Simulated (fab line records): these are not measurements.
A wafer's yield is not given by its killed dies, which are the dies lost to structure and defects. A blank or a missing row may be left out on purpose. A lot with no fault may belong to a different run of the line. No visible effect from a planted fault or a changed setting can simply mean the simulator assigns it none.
Which of the tools did it? -- flow gf180mcu -- 14 lots, 42 wafers sampled, at 5 steps of a route of 602

## WHAT EACH GAUGE READ, for each wafer
GF_HV_LDD_OVL_MEAS_32.
lot,measured,on,HV_LDD_02_OVL (nm)
L638,day 11 18:34,overlay-02,0.2 1.2 0.2
L639,day 12 03:04,overlay-02,0.2 1.5 1.9
L640,day 12 08:08,overlay-01,-1.0 -0.1 2.0
L641,day 12 17:41,overlay-01,-0.6 -1.9 -3.3
L642,day 13 07:28,overlay-02,-0.5 -2.8 -0.5
L644,day 13 21:31,overlay-01,-0.9 -2.1 0.0
L647,day 15 02:07,overlay-01,-0.2 -0.9 0.0
L649,day 15 09:20,overlay-02,0.6 1.1 -1.3
L652,day 16 09:40,overlay-02,-0.8 1.4 0.7
L653,day 16 16:13,overlay-02,-0.1 0.4 1.0
L656,day 17 19:31,overlay-01,1.8 0.4 0.8
L657,day 18 04:23,overlay-01,-1.5 -0.8 -1.6
L658,day 18 10:34,overlay-02,-0.6 -1.2 -0.2
L659,day 18 21:16,overlay-01,-1.5 -0.4 -0.4

GF_HV_LDD_CD_MEAS_46 targets a cd of 400 nm.
lot,measured,on,cd-nm (nm)
L638,day 12 14:37,cd-sem-01,402.4 402.0 401.8
L639,day 12 23:33,cd-sem-01,400.2 400.0 400.6
L640,day 13 03:55,cd-sem-02,396.8 398.6 396.9
L641,day 13 14:06,cd-sem-02,393.7 395.3 393.6
L642,day 14 04:13,cd-sem-02,401.3 401.8 401.8
L644,day 14 19:04,cd-sem-02,398.3 398.2 399.4
L647,day 16 00:26,cd-sem-02,400.9 406.0 402.5
L649,day 16 08:07,cd-sem-01,400.0 402.2 401.8
L652,day 17 09:46,cd-sem-01,401.1 399.9 400.5
L653,day 17 15:30,cd-sem-02,398.1 398.3 400.1
L656,day 18 19:36,cd-sem-02,399.0 398.9 398.3
L657,day 19 05:07,cd-sem-02,399.7 399.6 399.7
L658,day 19 11:19,cd-sem-02,398.7 399.7 400.5
L659,day 19 22:44,cd-sem-02,402.1 401.1 401.2

GF_PSD_CD_MEAS_07 targets a cd of 400 nm.
lot,measured,on,cd-nm (nm)
L638,day 14 09:43,cd-sem-01,399.6 400.3 400.6
L639,day 14 20:38,cd-sem-02,399.7 396.3 400.5
L640,day 15 00:20,cd-sem-02,399.9 398.7 400.5
L641,day 15 12:01,cd-sem-02,400.8 401.9 399.6
L642,day 16 02:49,cd-sem-01,402.9 397.0 401.9
L644,day 16 18:28,cd-sem-01,398.1 398.3 397.5
L647,day 18 01:58,cd-sem-02,402.5 399.7 400.5
L649,day 18 10:46,cd-sem-02,401.7 401.4 401.7
L652,day 19 12:13,cd-sem-02,409.7 410.0 409.8
L653,day 19 18:26,cd-sem-01,410.8 410.3 408.9
L656,day 21 00:28,cd-sem-02,399.7 399.7 400.7
L657,day 21 08:20,cd-sem-02,396.6 399.9 403.0
L658,day 21 15:14,cd-sem-01,394.5 396.3 392.4
L659,day 22 02:00,cd-sem-02,399.8 398.9 398.4

GF_SAB_THK_MEAS_01.
lot,measured,on,SAB_CVD_00_THK (nm)
L638,day 14 10:38,film-metro-03,49.6 50.5 50.9
L639,day 14 21:30,film-metro-03,49.2 49.3 49.4
L640,day 15 01:11,film-metro-02,49.6 49.8 49.6
L641,day 15 12:53,film-metro-02,49.4 48.6 50.3
L642,day 16 03:49,film-metro-01,49.2 49.3 50.8
L644,day 16 19:28,film-metro-02,50.0 51.0 50.5
L647,day 18 02:48,film-metro-02,49.8 50.0 49.8
L649,day 18 11:36,film-metro-02,49.4 49.7 50.1
L652,day 19 13:03,film-metro-02,50.2 51.1 51.0
L653,day 19 19:17,film-metro-03,49.7 50.6 49.7
L656,day 21 01:20,film-metro-01,48.8 48.2 49.5
L657,day 21 09:11,film-metro-02,49.8 51.2 50.3
L658,day 21 16:04,film-metro-02,50.3 51.0 51.1
L659,day 22 02:52,film-metro-03,49.4 49.3 50.3

## TOOL THAT RAN EACH LOT (tool first, then ch and the chambers of the sampled wafers, then the start)
lot,GF_PSD_DEVELOP_06
L638,"litho-track-02 ch 0, day 14 09:34"
L639,"litho-track-02 ch 0, day 14 20:29"
L640,"litho-track-01 ch 0, day 15 00:11"
L641,"litho-track-01 ch 0, day 15 11:52"
L642,"litho-track-02 ch 0, day 16 02:40"
L644,"litho-track-02 ch 0, day 16 18:19"
L647,"litho-track-01 ch 0, day 18 01:49"
L649,"litho-track-02 ch 0, day 18 10:37"
L652,"litho-track-02 ch 0, day 19 12:04"
L653,"litho-track-02 ch 0, day 19 18:17"
L656,"litho-track-01 ch 0, day 21 00:19"
L657,"litho-track-01 ch 0, day 21 08:11"
L658,"litho-track-01 ch 0, day 21 15:05"
L659,"litho-track-03 ch 0, day 22 01:51"
- GF_PSD_DEVELOP_06: develop time 60 s.

## WHAT THE TOOLS THEMSELVES READ (means of the sampled wafers that have a number; where no wafer has one, the mark that the record gives instead)
GF_PSD_DEVELOP_06.
lot,tool,chill-plate-temp-C (C),resist-line-temp-C (C)
L638,litho-track-02,23.03,23.02
L639,litho-track-02,22.94,23.03
L640,litho-track-01,22.98,22.93
L641,litho-track-01,23.10,22.90
L642,litho-track-02,22.82,22.94
L644,litho-track-02,22.99,23.08
L647,litho-track-01,22.86,22.81
L649,litho-track-02,23.00,22.83
L652,litho-track-02,22.90,22.75
L653,litho-track-02,22.96,22.93
L656,litho-track-01,22.88,23.01
L657,litho-track-01,23.02,23.13
L658,litho-track-01,23.16,23.03
L659,litho-track-03,23.15,22.92

## THE ANSWER, worked out from the rows above alone
Rule: the usual values come from the lots themselves. Put in order of their means at a reading, lots are off if they are a third of the lots or fewer, leave a main group of 4 or more, and stand apart from it by a gap of 3 or more times the standard deviation of the main group's means; of several such gaps the widest counts. If all means in a main group match to the digits the tables above print for the reading, that group is not used. A lot without any number at a reading at which 4 lots or more have one is off too. Where the step has rows for the other lots, those lots are counted as sound. Order of review: gauges by route order, followed by the tools' own readings, for which a lot's mean as printed above is used. The first step at which some lot is off is used, and at that step the reading that is off furthest; a lot without a number counts as furthest.
Off: L652, L653, at GF_PSD_CD_MEAS_07 (cd-nm). For the main group the mean is 399.5 nm and the standard deviation 1.8.
A tool fits if, at a process step before that reading, it ran every lot that is off, and no sound lot after the first of them. Gauges at GF_PSD_CD_MEAS_07: tried the same way as those tools. One fits: litho-track-02 at GF_PSD_DEVELOP_06. A fault onset in the window from L649 (day 18 10:37, its last sound lot) to L652 (day 19 12:04, its first lot off) fits.

## WHAT THE SIMULATOR PUT IN
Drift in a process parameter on litho-track-02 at GF_PSD_DEVELOP_06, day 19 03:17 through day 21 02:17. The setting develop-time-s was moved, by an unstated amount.
Lots struck among those shown: L652, L653. The rule given above showed the same thing.
